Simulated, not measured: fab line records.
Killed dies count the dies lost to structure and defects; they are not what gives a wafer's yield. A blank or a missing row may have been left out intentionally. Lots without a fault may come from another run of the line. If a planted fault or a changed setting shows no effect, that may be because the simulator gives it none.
fab line records | flow gf180mcu | part 1 of 2: steps 1 to 26 of 35
[record] lots = 5 wafers = 15 last-day = 34
route steps=602 shown STI@8 DNWELL@32 NWELL@42
lots that met no fault: taken from a fault-free run of the same line
start-h: the number of hours between the record's first day and the start of the first shown wafer of the lot | wait-h: hours since the lot's step before | " unchanged from the row above | L1.1+2: a row that stands for several wafers | - no value, or no start given | * or withheld: withheld | < > ~ a bound
route shown NAME@n: a module of which the file shows steps, and the number in the route of the first | usual: the fault-free wafers' mean and standard deviation | same: alike in all rows | chamber/n: place in a boat | sites: readings site by site | _std_site: their standard deviation | _edge_site: mean of outer sites minus mean of inner sites | radius-mm: how far each site lies from the wafer's centre | mask NAME#n: copy n | behind: the tool/chamber that last shaped the wafer | hold: why the lot was held/for how many hours/how that ended | device: the n, p or np transistor that did not switch | end of line: the same wafers' tests at the end of the route | a step with no rows: only its recipe | killed: dies that structure and defects cost at the first sort, which is not the same as the wafer's yield | map: per-die view of a wafer (x killed, . not killed, _ where there is no die)
set.NAME: the run value of the setting; set.NAME@STEP: its run value at that earlier step | model.NAME: the simulator's own value behind a step, which no gauge read
a table for each step, a row for each wafer; lots at some steps of the route
services: the hour from which a tool's chamber was out of use, counted from the record's first day as start-h (under 0 if before that day), plus the number of hours and why
[[steps]]
[step GF_STI_COAT_07]
[recipe] resist = KrF spin-rpm = withheld resist-thk-nm = 700
[usual] chill-plate-temp-C = 22.99/0.097
// columns lot.wafer tool chamber start-h wait-h chill-plate-temp-C
L076.2 litho-track-04 0 30.34 0.1 23.08
L076.4 " 0 " " 23.10
L076.5 " 0 " " 23.08
L079.2 litho-track-01 0 45.00 0.1 22.80
L079.4 " 0 " " 22.86
L079.6 " 0 " " 22.83
L083.2 litho-track-02 0 65.51 0.1 23.04
L083.3 " 0 " " 22.95
L083.5 " 0 " " 22.99
L094.1 litho-track-04 0 121.42 0.1 23.12
L094.3 " 0 " " 22.85
L094.5 " 0 " " 22.91
L096.2 litho-track-04 0 131.24 0.1 22.97
L096.4 " 0 " " 23.06
L096.5 " 0 " " 23.09
[step GF_STI_SOFTBAKE_08]
[recipe] temp-c = 130 time-s = 60 resist = KrF
[usual] chill-plate-temp-C = 23.02/0.1
// columns lot.wafer tool chamber start-h wait-h chill-plate-temp-C
L076.2 litho-track-04 0 30.49 0.1 22.88
L076.4 " 0 " " 22.98
L076.5 " 0 " " 23.00
L079.2 litho-track-01 0 45.15 0.1 22.98
L079.4 " 0 " " 22.81
L079.6 " 0 " " 22.97
L083.2 litho-track-02 0 65.66 0.1 22.86
L083.3 " 0 " " 23.06
L083.5 " 0 " " 22.95
L094.1 litho-track-04 0 121.57 0.1 23.03
L094.3 " 0 " " 22.92
L094.5 " 0 " " 23.09
L096.2 litho-track-04 0 131.39 0.1 22.89
L096.4 " 0 " " 23.10
L096.5 " 0 " " 23.17
[step GF_STI_EXPOSE_09]
[recipe] mask-id = COMP target-cd-nm = 220 na = 0.68 source-shape = conventional sigma-outer = 0.6 dose-mj = 28
[usual] exposure-dose-mJ-cm2 = 28.05/0.091
// columns lot.wafer tool chamber start-h wait-h mask exposure-dose-mJ-cm2
L076.2 krf-scanner-02 0 - - COMP#0 28.13
L076.4 " 0 " " COMP#0 28.10
L076.5 " 0 " " COMP#0 28.09
L079.2 krf-scanner-02 0 - - COMP#0 28.15
L079.4 " 0 " " COMP#0 28.09
L079.6 " 0 " " COMP#0 28.12
L083.2 krf-scanner-02 0 - - COMP#0 28.12
L083.3 " 0 " " COMP#0 28.15
L083.5 " 0 " " COMP#0 28.15
L094.1 krf-scanner-01 0 - - COMP#0 27.95
L094.3 " 0 " " COMP#0 27.97
L094.5 " 0 " " COMP#0 27.96
L096.2 krf-scanner-01 0 - - COMP#0 27.99
L096.4 " 0 " " COMP#0 27.98
L096.5 " 0 " " COMP#0 27.98
[step GF_STI_PEB_10]
[recipe] peb-temp-c = 135 peb-time-s = 90 resist = KrF
[usual] chill-plate-temp-C = 23.00/0.13
// columns lot.wafer tool chamber start-h wait-h chill-plate-temp-C
L076.2 litho-track-01 0 - - 22.98
L076.4 " 0 " " 22.86
L076.5 " 0 " " 23.03
L079.2 litho-track-01 0 - - 23.13
L079.4 " 0 " " 23.04
L079.6 " 0 " " 22.87
L083.2 litho-track-01 0 - - 22.84
L083.3 " 0 " " 22.78
L083.5 " 0 " " 22.86
L094.1 litho-track-01 0 - - 23.09
L094.3 " 0 " " 23.07
L094.5 " 0 " " 23.06
L096.2 litho-track-02 0 - - 23.22
L096.4 " 0 " " 23.07
L096.5 " 0 " " 23.22
[step GF_STI_DEVELOP_11]
[recipe] develop-time-s = 60 dev-temp-c = 21
[usual] chill-plate-temp-C = 22.99/0.1
// columns lot.wafer tool chamber start-h wait-h chill-plate-temp-C
L076.2 litho-track-01 0 35.90 0.2 22.95
L076.4 " 0 " " 22.91
L076.5 " 0 " " 22.91
L079.2 litho-track-01 0 50.85 0.2 22.90
L079.4 " 0 " " 23.04
L079.6 " 0 " " 22.85
L083.2 litho-track-01 0 71.85 0.2 22.99
L083.3 " 0 " " 23.03
L083.5 " 0 " " 22.84
L094.1 litho-track-01 0 128.72 0.2 22.97
L094.3 " 0 " " 23.08
L094.5 " 0 " " 23.04
L096.2 litho-track-02 0 138.86 0.2 22.88
L096.4 " 0 " " 22.93
L096.5 " 0 " " 22.90
[step GF_STI_CD_MEAS_12]
[recipe] target-cd-nm = 220
[usual] cd-nm = 219.4/1.3
// columns lot.wafer tool chamber start-h wait-h cd-nm
L076.2 cd-sem-01 - 36.04 0.1 219.6
L076.4 " - " " 218.4
L076.5 " - " " 219.2
L079.2 cd-sem-02 - 50.99 0.1 221.1
L079.4 " - " " 219.7
L079.6 " - " " 221.0
L083.2 cd-sem-02 - 71.99 0.1 218.8
L083.3 " - " " 219.5
L083.5 " - " " 221.1
L094.1 cd-sem-01 - 128.87 0.1 220.4
L094.3 " - " " 221.0
L094.5 " - " " 220.4
L096.2 cd-sem-01 - 139.00 0.1 218.6
L096.4 " - " " 219.1
L096.5 " - " " 219.4
[step GF_STI_ETCH_13]
[recipe] chemistry = CHF3/O2 stop-on = Si over-etch-frac = 0.3 target-depth-a = 2823.1 source-w = 600 bias-w = 200 pressure-mtorr = 40 chf3-flow-sccm = 50 O2_flow_sccm = 5 time-s = 112.9
[usual] drypump-motor-current-A = 5.8/0.38 oes-product-au = 0.833/0.0059 throttle-valve-pct = 8.811/0.0082
// columns lot.wafer tool chamber start-h wait-h drypump-motor-current-A oes-product-au rf-hours-counter-h throttle-valve-pct
L076.2 rie-diel-04 1 36.14 0.1 6.3 0.828 0 8.806
L076.4 " 0 " " 5.1 0.840 - 8.798
L076.5 " 1 " " 6.3 0.821 - 8.821
L079.2 rie-diel-04 0 51.09 0.1 5.1 0.825 103 8.811
L079.4 " 1 " " 6.3 0.827 1 8.796
L079.6 " 2 " " 5.5 0.834 - 8.801
L083.2 rie-diel-04 0 72.09 0.1 5.1 0.841 104 8.827
L083.3 " 3 " " 5.9 0.836 8 8.810
L083.5 " 0 " " 5.0 0.841 - 8.822
L094.1 rie-diel-04 0 128.99 0.1 5.1 0.816 105 8.797
L094.3 " 1 " " 6.3 0.825 3 8.799
L094.5 " 0 " " 5.1 0.831 - 8.791
L096.2 rie-diel-03 1 139.10 0.1 5.8 0.839 4 8.808
L096.4 " 3 " " 5.6 0.831 105 8.818
L096.5 " 2 " " 6.3 0.833 - 8.806
[step GF_STI_ETCH_14]
[recipe] target = Si chemistry = HBr/Cl2/O2 target-depth-nm = 360 icp-w = 600 bias-w = 150 pressure-mtorr = 15 HBr_flow_sccm = 150 Cl2_flow_sccm = 40 O2_flow_sccm = 6 time-s = 102.9
[usual] drypump-motor-current-A = 5.8/0.52 oes-product-au = 0.999/0.0089 throttle-valve-pct = 25.658/0.01
// columns lot.wafer tool chamber start-h wait-h drypump-motor-current-A oes-product-au rf-hours-counter-h throttle-valve-pct
L076.2 rie-si-01 3 36.22 0.0 6.5 1.021 4 25.656
L076.4 " 1 " " 4.9 0.999 2 25.640
L076.5 " 0 " " 5.8 1.000 - 25.661
L079.2 rie-si-01 3 51.17 0.0 6.5 1.006 4 25.657
L079.4 " 0 " " 5.8 1.007 32 25.663
L079.6 " 0 " " 5.8 0.991 - 25.661
L083.2 rie-si-01 2 72.17 0.0 5.7 1.001 25 25.676
L083.3 " 1 " " 4.9 1.005 3 25.665
L083.5 " 2 " " 5.7 0.995 - 25.655
L094.1 rie-si-01 3 129.07 0.0 6.5 1.003 5 25.650
L094.3 " 1 " " 4.9 0.996 3 25.683
L094.5 " 2 " " 5.7 0.986 - 25.661
L096.2 rie-si-01 3 139.18 0.0 6.5 1.017 5 25.646
L096.4 " 1 " " 4.9 0.994 3 25.670
L096.5 " 3 " " 6.5 1.008 - 25.642
[step GF_STI_STRIP_15]
[recipe] chemistry = O2/N2 power-w = 1400 pressure-mtorr = 1500 platen-temp-c = 250 o2-flow-sccm = 3000 n2-flow-sccm = 300 overash-fraction = 0.5
[usual] drypump-motor-current-A = 5.7/0.58 heater-power-w = 303/41 oes-product-au = 0.382/0.0053 strip-time-to-endpoint-s = 3.72/0.043
// columns lot.wafer tool chamber start-h wait-h drypump-motor-current-A heater-power-w oes-product-au rf-hours-counter-h strip-time-to-endpoint-s
L076.2 plasma-asher-01 1 36.30 0.0 4.9 292 0.376 37 3.72
L076.4 " 0 " " 5.6 271 0.380 - 3.72
L076.5 " 1 " " 4.9 288 0.380 - 3.68
L079.2 plasma-asher-03 0 51.25 0.0 6.0 444 0.383 43 3.68
L079.4 " 1 " " 6.5 339 0.371 - 3.66
L079.6 " 1 " " 6.5 338 0.378 - 3.70
L083.2 plasma-asher-01 1 72.25 0.0 4.9 291 0.376 41 3.72
L083.3 " 0 " " 5.5 284 0.392 - 3.74
L083.5 " 1 " " 4.9 300 0.382 - 3.71
L094.1 plasma-asher-01 0 129.15 0.0 5.6 276 0.372 47 3.70
L094.3 " 1 " " 4.9 292 0.369 - 3.68
L094.5 " 1 " " 4.9 298 0.377 - 3.73
L096.2 plasma-asher-01 0 139.26 0.0 5.6 283 0.376 48 3.76
L096.4 " 1 " " 4.9 296 0.378 - 3.73
L096.5 " 1 " " 4.9 305 0.379 - 3.72
[step GF_STI_CLEAN_16]
[recipe] chemistry = dHF time-s = 25 dilution = 100:1
// columns lot.wafer tool chamber start-h wait-h
L076.2+4+5 wet-bench-03 2 36.40 0.1
L079.2+4+6 wet-bench-02 1 51.35 0.1
L083.2+3+5 wet-bench-03 0 72.35 0.1
L094.1+3+5 wet-bench-02 0 129.25 0.1
L096.2+4+5 wet-bench-04 3 139.36 0.1
[step GF_STI_WET_ETCH_17]
[recipe] chemistry = H3PO4 target-depth-nm = 45 temp-c = 160 target = Si3N4 time-s = 514
[usual] temp-c = 160.01/0.14
// columns lot.wafer tool chamber start-h wait-h temp-c
L076.2 wet-bench-04 3 36.41 0.0 160.00
L076.4 " 3 " " 159.97
L076.5 " 3 " " 159.83
L079.2 wet-bench-04 3 51.36 0.0 159.73
L079.4 " 3 " " 159.99
L079.6 " 3 " " 160.04
L083.2 wet-bench-04 1 72.36 0.0 159.84
L083.3 " 1 " " 160.18
L083.5 " 1 " " 159.84
L094.1 wet-bench-04 1 129.26 0.0 160.02
L094.3 " 1 " " 160.32
L094.5 " 1 " " 160.07
L096.2 wet-bench-03 0 139.37 0.0 159.92
L096.4 " 0 " " 160.07
L096.5 " 0 " " 159.83
[step GF_STI_CLEAN_18]
[recipe] chemistry = SC1/SC2 mix = 1:4:20 temp-c = 70 time-s = 150
[usual] temp-c = 70.00/0.12
// columns lot.wafer tool chamber start-h wait-h temp-c
L076.2 wet-bench-02 0 36.56 0.0 69.96
L076.4 " 0 " " 70.20
L076.5 " 0 " " 69.94
L079.2 wet-bench-02 2 51.51 0.0 69.92
L079.4 " 2 " " 69.91
L079.6 " 2 " " 70.10
L083.2 wet-bench-03 1 72.51 0.0 70.08
L083.3 " 1 " " 69.92
L083.5 " 1 " " 70.15
L094.1 wet-bench-02 2 129.41 0.0 70.06
L094.3 " 2 " " 70.03
L094.5 " 2 " " 70.01
L096.2 wet-bench-02 3 139.52 0.0 69.97
L096.4 " 3 " " 69.96
L096.5 " 3 " " 70.20
[step GF_STI_CLEAN_19]
[recipe] chemistry = dHF time-s = 20 dilution = 100:1
// columns lot.wafer tool chamber start-h wait-h
L076.2+4+5 wet-bench-03 1 36.66 0.0
L079.2+4+6 wet-bench-04 1 51.56 0.0
L083.2+3+5 wet-bench-04 2 72.56 0.0
L094.1+3+5 wet-bench-04 2 129.46 0.0
L096.2+4+5 wet-bench-04 3 139.57 0.0
[step GF_STI_WET_ETCH_20]
[recipe] chemistry = dHF dilution = 100:1 target-depth-nm = 20 temp-c = 25 dry = ipa-marangoni target = SiO2 time-s = 400
[usual] temp-c = 25.03/0.1
// columns lot.wafer tool chamber start-h wait-h temp-c
L076.2 wet-bench-04 0 36.68 0.0 25.02
L076.4 " 0 " " 24.87
L076.5 " 0 " " 25.14
L079.2 wet-bench-02 1 51.58 0.0 24.83
L079.4 " 1 " " 25.11
L079.6 " 1 " " 25.06
L083.2 wet-bench-03 0 72.58 0.0 25.14
L083.3 " 0 " " 24.94
L083.5 " 0 " " 24.96
L094.1 wet-bench-02 3 129.48 0.0 25.16
L094.3 " 3 " " 24.83
L094.5 " 3 " " 24.90
L096.2 wet-bench-03 2 139.59 0.0 24.88
L096.4 " 2 " " 24.96
L096.5 " 2 " " 25.13
[step GF_STI_OXIDATION_21]
[recipe] temp-c = 1000 ambient = O2 stabilise-s = 600 purge-s = 300 target-thk-a = 150 ox-time-s = 458
// columns lot.wafer tool chamber start-h wait-h
L076.2+4+5 furnace-02 0 37.29 0.5
L079.2+4+6 furnace-01 0 52.42 0.7
L083.2+3+5 furnace-01 0 72.70 0.0
L094.1+3+5 furnace-02 0 129.60 0.0
L096.2+4+5 furnace-02 0 140.00 0.3
[step GF_STI_THK_MEAS_22]
[recipe] reads = SiO2_of_STI_OXIDATION_21
[usual] STI_OXIDATION_01_THK = 15.1/0.36
// columns lot.wafer tool chamber start-h wait-h STI_OXIDATION_01_THK[nm]
L076.2 film-metro-01 - 38.43 0.0 14.8
L076.4 " - " " 14.6
L076.5 " - " " 14.8
L079.2 film-metro-02 - 53.55 0.0 15.3
L079.4 " - " " 15.3
L079.6 " - " " 15.1
L083.2 film-metro-01 - 73.83 0.0 15.3
L083.3 " - " " 15.3
L083.5 " - " " 15.5
L094.1 film-metro-02 - 130.72 0.0 14.8
L094.3 " - " " 14.7
L094.5 " - " " 14.8
L096.2 film-metro-01 - 141.14 0.0 15.1
L096.4 " - " " 15.0
L096.5 " - " " 14.9
[step GF_STI_CVD_23]
[recipe] material = SiO2 target-thk-nm = 650 sigma-open-frac = 0.3 time-s = 108.3 temp-c = 600 sih4-flow-sccm = 60 pressure-mtorr = 6
// columns lot.wafer tool chamber start-h wait-h
L076.2+4+5 hdpcvd-02 2,2,1 38.48 0.0
L079.2+4+6 hdpcvd-01 0,2,0 53.60 0.0
L083.2+3+5 hdpcvd-02 1,0,2 73.88 0.0
L094.1+3+5 hdpcvd-01 1,2,0 130.78 0.1
L096.2+4+5 hdpcvd-01 1,1,2 141.19 0.0
[step GF_STI_THK_MEAS_24]
[recipe] reads = SiO2_of_STI_CVD_23
[usual] STI_CVD_23_THK = 651/6
// columns lot.wafer tool chamber start-h wait-h STI_CVD_23_THK[nm]
L076.2 film-metro-01 - 38.57 0.0 644
L076.4 " - " " 647
L076.5 " - " " 652
L079.2 film-metro-01 - 53.69 0.0 648
L079.4 " - " " 653
L079.6 " - " " 651
L083.2 film-metro-01 - 73.97 0.0 648
L083.3 " - " " 658
L083.5 " - " " 652
L094.1 film-metro-02 - 130.86 0.0 652
L094.3 " - " " 651
L094.5 " - " " 653
L096.2 film-metro-02 - 141.28 0.0 640
L096.4 " - " " 653
L096.5 " - " " 649
[step GF_STI_CMP_25]
[recipe] stop-on = Si3N4 t-overpolish-s = 33 down-force-psi = 4 platen-rpm = 60 target-thk-nm = 524.6 pad-velocity-m-s = 0.94248
[usual] head-pressure-psi = 4.000/0.0086 motor-current-A = 11.6/1.4 overpolish-run-s = 33.001/0.0091 time-to-endpoint-s = 121/3.5
// columns lot.wafer tool chamber start-h wait-h head-pressure-psi motor-current-A overpolish-run-s time-to-endpoint-s
L076.4 cmp-01 1 38.62 0.0 3.989 12.3 33.020 123
L076.2 " 3 " " 4.009 14.1 32.974 126
L076.5 " 1 " " 4.005 11.5 33.008 121
L079.2 cmp-02 1 53.74 0.0 3.999 8.8 33.011 125
L079.4 " 0 " " 4.005 12.9 32.988 125
L079.6 " 2 " " 3.983 10.9 33.003 125
L083.3 cmp-01 2 74.02 0.0 3.993 13.2 32.999 123
L083.2 " 1 " " 3.992 12.1 33.005 118
L083.5 " 2 " " 4.004 12.5 32.990 126
L094.1 cmp-02 2 130.92 0.1 4.000 11.2 33.003 118
L094.3 " 0 " " 4.002 12.3 33.007 119
L094.5 " 3 " " 3.999 11.4 32.995 121
L096.2 cmp-02 1 141.33 0.0 3.992 8.9 33.015 116
L096.4 " 0 " " 3.983 12.3 32.988 117
L096.5 " 2 " " 3.990 11.0 33.005 116
[step GF_STI_WET_ETCH_26]
[recipe] chemistry = dHF target-depth-nm = 94 target = SiO2 temp-c = 25 dilution = 10:1 time-s = 188
[usual] temp-c = 24.98/0.1
// columns lot.wafer tool chamber start-h wait-h temp-c
L076.2 wet-bench-04 2 38.92 0.1 24.96
L076.4 " 2 " " 24.92
L076.5 " 2 " " 24.97
L079.2 wet-bench-02 3 54.04 0.2 24.94
L079.4 " 3 " " 25.04
L079.6 " 3 " " 24.99
L083.2 wet-bench-03 0 74.32 0.1 24.86
L083.3 " 0 " " 25.00
L083.5 " 0 " " 24.84
L094.1 wet-bench-03 2 131.22 0.2 24.98
L094.3 " 2 " " 24.91
L094.5 " 2 " " 24.97
L096.2 wet-bench-04 3 141.63 0.2 25.14
L096.4 " 3 " " 25.15
L096.5 " 3 " " 25.04
[step GF_STI_WET_ETCH_27]
[recipe] chemistry = H3PO4 target-depth-nm = 160 target = Si3N4 temp-c = 160 time-s = 1825
[usual] temp-c = 160.03/0.16
// columns lot.wafer tool chamber start-h wait-h temp-c
L076.2 wet-bench-03 0 38.98 0.0 159.60
L076.4 " 0 " " 159.73
L076.5 " 0 " " 159.85
L079.2 wet-bench-03 2 54.10 0.0 159.94
L079.4 " 2 " " 160.00
L079.6 " 2 " " 160.29
L083.2 wet-bench-04 1 74.38 0.0 159.99
L083.3 " 1 " " 160.33
L083.5 " 1 " " 160.13
L094.1 wet-bench-02 1 131.28 0.0 159.76
L094.3 " 1 " " 159.77
L094.5 " 1 " " 159.94
L096.2 wet-bench-03 0 141.69 0.0 160.14
L096.4 " 0 " " 160.26
L096.5 " 0 " " 159.95
[step GF_STI_WET_ETCH_28]
[recipe] chemistry = dHF target-depth-nm = 20 dry = ipa-marangoni target = SiO2 temp-c = 25 dilution = 10:1 time-s = 40
[usual] temp-c = 24.99/0.12
// columns lot.wafer tool chamber start-h wait-h temp-c
L076.2 wet-bench-04 0 39.49 0.0 25.20
L076.4 " 0 " " 25.16
L076.5 " 0 " " 24.94
L079.2 wet-bench-04 3 55.13 0.0 24.98
L079.4 " 3 " " 25.03
L079.6 " 3 " " 25.07
L083.2 wet-bench-03 2 74.90 0.0 24.78
L083.3 " 2 " " 24.94
L083.5 " 2 " " 24.97
L094.1 wet-bench-04 3 131.80 0.0 24.94
L094.3 " 3 " " 24.92
L094.5 " 3 " " 24.96
L096.2 wet-bench-04 0 142.20 0.0 24.89
L096.4 " 0 " " 24.90
L096.5 " 0 " " 25.11
[step GF_STI_OXIDATION_29]
[recipe] temp-c = 900 ambient = O2 stabilise-s = 600 purge-s = 300 target-thk-a = 100 ox-time-s = 1418
// columns lot.wafer tool chamber start-h wait-h
L076.2+4+5 furnace-01 0 39.51 0.0
L079.2+4+6 furnace-02 0 55.93 0.8
L083.2+3+5 furnace-02 0 75.83 0.9
L094.1+3+5 furnace-02 0 135.97 4.2
L096.2+4+5 furnace-02 0 142.22 0.0
[step GF_STI_THK_MEAS_30]
[recipe] reads = SiO2_of_STI_OXIDATION_29
[usual] STI_OXIDATION_02_THK = 10.08/0.2
// columns lot.wafer tool chamber start-h wait-h STI_OXIDATION_02_THK[nm]
L076.2 film-metro-01 - 40.92 0.0 10.19
L076.4 " - " " 10.17
L076.5 " - " " 10.24
L079.2 film-metro-01 - 57.33 0.0 9.82
L079.4 " - " " 9.98
L079.6 " - " " 9.99
L083.2 film-metro-01 - 77.23 0.0 9.90
L083.3 " - " " 10.06
L083.5 " - " " 10.01
L094.1 film-metro-01 - 137.36 0.0 10.01
L094.3 " - " " 10.09
L094.5 " - " " 9.91
L096.2 film-metro-02 - 143.63 0.0 10.04
L096.4 " - " " 10.18
L096.5 " - " " 10.16
[step GF_DNWELL_DEHYDRATE_00]
[recipe] temp-c = 200 time-s = 60
[usual] chill-plate-temp-C = 23.01/0.11
// columns lot.wafer tool chamber start-h wait-h chill-plate-temp-C
L076.2 litho-track-04 0 46.09 5.2 23.03
L076.4 " 0 " " 23.17
L076.5 " 0 " " 22.95
L079.2 litho-track-03 0 63.22 5.9 22.92
L079.4 " 0 " " 23.01
L079.6 " 0 " " 22.90
L083.2 litho-track-01 0 83.75 6.5 22.85
L083.3 " 0 " " 23.00
L083.5 " 0 " " 23.00
L094.1 litho-track-04 0 144.22 6.8 22.90
L094.3 " 0 " " 22.93
L094.5 " 0 " " 22.90
L096.2 litho-track-01 0 150.50 6.9 23.10
L096.4 " 0 " " 23.19
L096.5 " 0 " " 23.03
[step GF_DNWELL_HMDS_01]
[recipe] prime-time-s = 60 prime-temp-c = 120
[usual] chill-plate-temp-C = 23.01/0.11
// columns lot.wafer tool chamber start-h wait-h chill-plate-temp-C
L076.2 litho-track-04 0 46.24 0.1 22.94
L076.4 " 0 " " 22.97
L076.5 " 0 " " 22.98
L079.2 litho-track-03 0 63.37 0.1 22.88
L079.4 " 0 " " 23.04
L079.6 " 0 " " 22.93
L083.2 litho-track-01 0 83.90 0.1 22.96
L083.3 " 0 " " 22.83
L083.5 " 0 " " 23.01
L094.1 litho-track-04 0 144.37 0.1 22.96
L094.3 " 0 " " 23.04
L094.5 " 0 " " 23.03
L096.2 litho-track-01 0 150.65 0.1 23.04
L096.4 " 0 " " 22.86
L096.5 " 0 " " 23.24
